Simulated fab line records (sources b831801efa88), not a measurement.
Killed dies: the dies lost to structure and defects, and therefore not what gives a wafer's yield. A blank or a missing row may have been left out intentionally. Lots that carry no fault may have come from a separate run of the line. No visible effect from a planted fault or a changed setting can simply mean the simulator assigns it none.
A struck lot beside a sound one / flow sky130 / 44 steps out of a route of 708
Sound: the wafers L940.2, L940.3, L940.5. Struck: wafer L948.6 (left out: L948.1, L948.2 of the same lot, which were not struck); the cause appears at the end.
Each step with rows lists, per side, the tool, then ch with its chambers, then its first start. Under that, the readings that differ: sound wafers / struck wafers / difference of the means / sigmas: that difference in standard deviations of wafers without a fault.
alike: a reading whose means differ by less than 2 such deviations, as well as words and numbers matching on both sides. not compared: withheld readings; readings where some wafer has no value; bounds like >300 that might hide an equal value; numbers whose values overlap and for which the record gives no deviation.
Wherever a step has rows on one side only, a row that says differs or no value, or a row with sigmas, the two part there. When numbers do not overlap yet have no deviation, they are printed without sigmas and do not part them. A reading missing from all wafers of one side parts the sides only when that side holds two or more wafers.

first, 3 steps without rows for these wafers: SKY_VIA3_CLEAN_18 (cleans in IPA, time 180 s); SKY_VIA3_CLEAN_19 (cleans in O3/DIW); SKY_VIA3_SPUTTER_20 (material TiN, target thk 20 nm, time 80 s).
SKY_VIA3_CVD_21: deposits W, target thk 390 nm, time 117.31 s.
  sound on cvdW-01 ch 0,1, day 43 05:11; struck on cvdW-01 ch 1, day 45 01:05
  alike: heaterPowerW
SKY_VIA3_RS_MEAS_22: the measuring method here is four-point-probe.
  sound: filmMetro-03 at day 43 05:20; struck: filmMetro-03 at day 45 01:13
  alike: VIA3_W_RS
SKY_VIA3_THK_MEAS_23: measures by xrf.
  sound: filmMetro-03 at day 43 05:26; struck: filmMetro-03 at day 45 01:20
  alike: VIA3_W_THK
then, 3 steps without rows for these wafers: SKY_VIA3_CMP_24 (polishes, stops on SiO2, t overpolish 20 s, target thk 0 nm); SKY_METAL4_SPUTTER_00 (material Ti, target thk 15 nm, time 10 s); SKY_METAL4_SPUTTER_01 (material TiN, target thk 20 nm, time 16.7 s).
SKY_METAL4_SPUTTER_02: material AlCu, target thk 735 nm, time 39.1 s.
  sound: pvdSputter-04 at day 43 05:50; struck: pvdSputter-04 at day 45 01:44
  alike: throttleValvePct
SKY_METAL4_SPUTTER_03: material Ti, target thk 5 nm, time 3.3 s.
  sound: pvdSputter-04 at day 43 05:53; struck: pvdSputter-04 at day 45 01:47
  alike: throttleValvePct
then, 1 step without rows for these wafers: SKY_METAL4_SPUTTER_04 (material TiN, target thk 70 nm, time 58.3 s).
SKY_CAP2M_CVD_00: deposits SiO2, target thk 15.5 nm.
  sound on pecvd-03 ch 0,1,2, day 43 05:57; struck on pecvd-03 ch 1, day 45 01:51
reading=model.SiO2_of_CAP2M_CVD_00.thkNm (nm); sound=15.17 15.32 15.64; struck=9.859; difference=-5.518; sigmas=
  alike: heaterPowerW
SKY_CAP2M_THK_MEAS_01:
  sound: filmMetro-03 at day 43 05:59; struck: filmMetro-01 at day 45 01:52
reading=CAP2M_CVD_00_THK (nm); sound=15.15 15.38 15.59; struck=9.86; difference=-5.51; sigmas=-21
then, 1 step without rows for these wafers: SKY_CAP2M_SPUTTER_02 (material TiN, target thk 200 nm, time 166.7 s).
SKY_CAP2M_RS_MEAS_03: the measuring method here is four-point-probe.
  sound: filmMetro-01 at day 43 06:10; struck: filmMetro-03 at day 45 02:02
  alike: CAP2M_TIN_RS
SKY_CAP2M_THK_MEAS_04: measures by xrf.
  sound: filmMetro-01 at day 43 06:16; struck: filmMetro-03 at day 45 02:10
  alike: CAP2M_TIN_THK
then, 7 steps without rows for these wafers: SKY_CAP2M_DEHYDRATE_05 (time 60 s); SKY_CAP2M_HMDS_06 (prime time 60 s); SKY_CAP2M_COAT_07 (resist thk 1140 nm); SKY_CAP2M_SOFTBAKE_08 (time 60 s); SKY_CAP2M_EXPOSE_09 (exposes mask CAP2M, target cd 1000 nm); SKY_CAP2M_PEB_10; SKY_CAP2M_DEVELOP_11 (develop time 60 s).
SKY_CAP2M_OVL_MEAS_12:
  sound: overlay-02 at day 44 04:07; struck: overlay-01 at day 45 23:38
reading=CAP2M_OVL (nm); sound=-1.0 -0.8 -0.4; struck=1.9; difference=+2.6; sigmas=+2
SKY_CAP2M_METAL_ETCH_13: etches TiN in Cl2/BCl3, stops on SiO2, target depth 220 nm, time 62.9 s.
  sound on rieMetal-03 ch 0,1, day 44 04:09; struck on rieMetal-03 ch 1, day 45 23:40
  alike: biasW, drypumpMotorCurrentA, oesProductAu, throttleValvePct
  not compared: rfHoursCounterH
then, 12 steps without rows for these wafers: SKY_CAP2M_STRIP_14 (strips in O2/N2); SKY_CAP2M_STRIP_15 (strips in post etch residue remover, time 1200 s); SKY_CAP2M_CLEAN_16 (cleans in IPA, time 180 s); SKY_CAP2M_CLEAN_17 (cleans in O3/DIW); SKY_METAL4_DEHYDRATE_05 (time 60 s); SKY_METAL4_HMDS_06 (prime time 60 s); SKY_METAL4_COAT_07 (resist thk 60 nm); SKY_METAL4_COAT_08 (resist thk 1140 nm); SKY_METAL4_SOFTBAKE_09 (time 90 s); SKY_METAL4_EXPOSE_10 (exposes mask MM4, target cd 300 nm); SKY_METAL4_PEB_11; SKY_METAL4_DEVELOP_12 (develop time 60 s).
SKY_METAL4_CD_MEAS_13: the cd target is 300 nm.
  sound: cdSem-01 at day 45 02:02; struck: cdSem-01 at day 46 21:01
  alike: cdNm
SKY_METAL4_OVL_MEAS_14:
  sound: overlay-02 at day 45 02:09; struck: overlay-02 at day 46 21:08
  alike: METAL4_OVL
then, 1 step without rows for these wafers: SKY_METAL4_DESCUM_15 (chemistry O2, time 8 s).
SKY_METAL4_ETCH_16: etches BARC in N2/H2, stops on SiO2, time 88.2 s, target depth 60 nm.
  sound on rieMetal-02 ch 1, day 45 02:13; struck on rieMetal-01 ch 1, day 46 21:12
  alike: biasW, drypumpMotorCurrentA, oesProductAu, throttleValvePct
  not compared: rfHoursCounterH
SKY_METAL4_ETCH_17: etches SiO2 in C4F8/O2/Ar, stops on TiN, time 3.9 s, target depth 15 nm.
  sound on rieDiel-02 ch 0,2,3, day 45 02:19; struck on rieDiel-01 ch 3, day 46 21:18
reading=oesProductAu (a.u.); sound=0.748 0.752 0.759; struck=0.621; difference=-0.132; sigmas=-18
reading=model.etch.depthNm (nm); sound=15.17 15.32 15.64; struck=9.859; difference=-5.518; sigmas=
  alike: biasW
  not compared: rfHoursCounterH
-- the record jumps here: 3 days lie between the struck wafers' starts before and after (it left off in module METAL4 and takes up again in module PAD_OPEN, whose first step shown is number 708 of the route) --
SKY_PAD_OPEN_PROBE_99:
  sound: prober-01 at day 48 17:16; struck: prober-01 at day 50 03:38
reading=model.etest.tester.sortNPass; sound=396 403 385; struck=0; difference=-395; sigmas=
reading=model.etest.tester.sort_bin_5_pct (%); sound=9.959 9.553 13.62; struck=92.48; difference=+81.44; sigmas=
reading=model.etest.tester.sortYieldPct (%); sound=80.49 81.91 78.25; struck=0; difference=-80; sigmas=
reading=model.etest.capMim2.bvV (V); sound=13.63 13.43 13.69; struck=8.905; difference=-4.678; sigmas=
reading=model.etest.capMim2.leakLog10ACm2; sound=-8.841 -8.847 -9.207; struck=-6.756; difference=+2.209; sigmas=
reading=model.etest.capMim2.cFfUm2; sound=2.38 2.362 2.329; struck=3.688; difference=+1.331; sigmas=
reading=model.etest.tester.sort_bin_8_pct (%); sound=0 0 0; struck=2.886e-14; difference=+2.886e-14; sigmas=
reading=model.etest.tester.sort_bin_4_pct (%); sound=0 0 0; struck=2.769e-14; difference=+2.769e-14; sigmas=
  alike: defectLimitedYield, killed_at_M0_to_M3, killed_at_M4_up, killedAtContacts, killedAtFrontEnd, killedAtOther, killedDies, killedOpen, killedShort

## WHERE THEY PART
At SKY_CAP2M_THK_MEAS_01 first; at SKY_METAL4_ETCH_17 last (within this record only). Later steps at which nothing parts them and some readings are alike: SKY_PAD_OPEN_PROBE_99.

WHY: what had been put in by the simulator
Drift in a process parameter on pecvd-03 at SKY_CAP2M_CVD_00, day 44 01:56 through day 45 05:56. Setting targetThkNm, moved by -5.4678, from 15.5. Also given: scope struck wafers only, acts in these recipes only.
